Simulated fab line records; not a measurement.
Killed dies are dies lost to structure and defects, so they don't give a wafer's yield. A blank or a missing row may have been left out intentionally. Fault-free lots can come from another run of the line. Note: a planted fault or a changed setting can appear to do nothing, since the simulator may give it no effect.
Check of tool commonality | flow sky130 | 11 lots and 33 wafers in the sample

## WHAT PROMPTED THE OPENING
At SKY_VT_ADJUST_PCH_TW_MEAS_10 the reading VT_ADJUST_PCH_TW is flagged on 2 of 11 lots. Fault-free wafers read 142.5, with a standard deviation of 0.79.
Rule: a lot is flagged in two cases, either no wafer of it has a number, or all its wafers with numbers fall more than 4 standard deviations from that mean. The other lots count as sound.

lot  | measured     | on           | VT_ADJUST_PCH_TW, wafer by wafer | flag
L415 | day 10 06:21 | filmMetro-04 | 142.5 142.2 141.9                | 
L417 | day 11 08:23 | filmMetro-03 | 147.4 146.8 147.3                | FLAGGED
L421 | day 12 04:41 | filmMetro-03 | 149.7 149.7 148.8                | FLAGGED
L424 | day 13 04:48 | filmMetro-03 | 142.7 142.7 141.6                | 
L429 | day 14 21:18 | filmMetro-02 | 141.9 141.3 141.4                | 
L430 | day 15 06:14 | filmMetro-02 | 141.8 142.4 141.3                | 
L431 | day 15 12:47 | filmMetro-03 | 142.7 142.4 143.2                | 
L433 | day 16 04:11 | filmMetro-04 | 142.3 141.7 141.6                | 
L436 | day 16 16:29 | filmMetro-02 | 142.6 142.4 142.6                | 
L437 | day 16 23:27 | filmMetro-03 | 142.0 141.6 141.0                | 
L438 | day 17 12:51 | filmMetro-03 | 143.1 142.9 142.7                | 
The mean of the flagged lots' numbers is 148.3, +5.8 from the usual (+7 standard deviations).

## LOT BY LOT: THE TOOL USED
The record keeps 1 process step preceding the reading, out of 708 steps on the route. In each cell: the tool, then ch and the chambers that the sampled wafers went through, then the start.
lot  | flag    | SKY_VT_ADJUST_PCH_IMPLANT_08
L415 |         | implanter-04 ch 0, day 10 06:06
L417 | FLAGGED | implanter-01 ch 0, day 11 08:08
L421 | FLAGGED | implanter-01 ch 0, day 12 04:27
L424 |         | implanter-04 ch 0, day 13 04:33
L429 |         | implanter-03 ch 0, day 14 20:59
L430 |         | implanter-01 ch 0, day 15 05:59
L431 |         | implanter-01 ch 0, day 15 12:32
L433 |         | implanter-04 ch 0, day 16 03:56
L436 |         | implanter-03 ch 0, day 16 16:14
L437 |         | implanter-03 ch 0, day 16 23:13
L438 |         | implanter-01 ch 0, day 17 12:38
What these steps do:
- SKY_VT_ADJUST_PCH_IMPLANT_08
- SKY_VT_ADJUST_PCH_TW_MEAS_10

## FLAGGED OVER TOTAL, TOOL BY TOOL (the gauges that took the reading come last)
step                         | tool         | lots run | flagged | share of the flagged lots | sound lots run after its first flagged lot
SKY_VT_ADJUST_PCH_IMPLANT_08 | implanter-01 | 5        | 2       | all                       | 3 (L430,L431,L438)
SKY_VT_ADJUST_PCH_IMPLANT_08 | implanter-03 | 3        | 0       | none                      | -
SKY_VT_ADJUST_PCH_IMPLANT_08 | implanter-04 | 3        | 0       | none                      | -
SKY_VT_ADJUST_PCH_TW_MEAS_10 | filmMetro-02 | 3        | 0       | none                      | -
SKY_VT_ADJUST_PCH_TW_MEAS_10 | filmMetro-03 | 6        | 2       | all                       | 4 (L424,L431,L437,L438)
SKY_VT_ADJUST_PCH_TW_MEAS_10 | filmMetro-04 | 2        | 0       | none                      | -

## WHAT IS ALLOWED BY THE TABLE
In 2 table rows, all flagged lots were run: implanter-01 (SKY_VT_ADJUST_PCH_IMPLANT_08), filmMetro-03 (SKY_VT_ADJUST_PCH_TW_MEAS_10).
- implanter-01 at SKY_VT_ADJUST_PCH_IMPLANT_08 ran 5 lots, 2 of them flagged. Sound lots ran on it after the first flagged one (L430, L431, L438), which a lasting fault on the whole tool wouldn't allow. Its own readings (beamOnS, endStationPressureTorr, faradayCurrentUA) fall more than 4 standard deviations out on all wafers of the flagged lots.
- filmMetro-03 at SKY_VT_ADJUST_PCH_TW_MEAS_10 ran 6 lots, 2 of them flagged. Sound lots ran on it after the first flagged one (L424, L431, L437, L438), which a lasting fault on the whole tool wouldn't allow.
No row of the table ran every flagged lot and no sound lot after the first.

## WHAT HAD BEEN PUT IN BY THE SIMULATOR
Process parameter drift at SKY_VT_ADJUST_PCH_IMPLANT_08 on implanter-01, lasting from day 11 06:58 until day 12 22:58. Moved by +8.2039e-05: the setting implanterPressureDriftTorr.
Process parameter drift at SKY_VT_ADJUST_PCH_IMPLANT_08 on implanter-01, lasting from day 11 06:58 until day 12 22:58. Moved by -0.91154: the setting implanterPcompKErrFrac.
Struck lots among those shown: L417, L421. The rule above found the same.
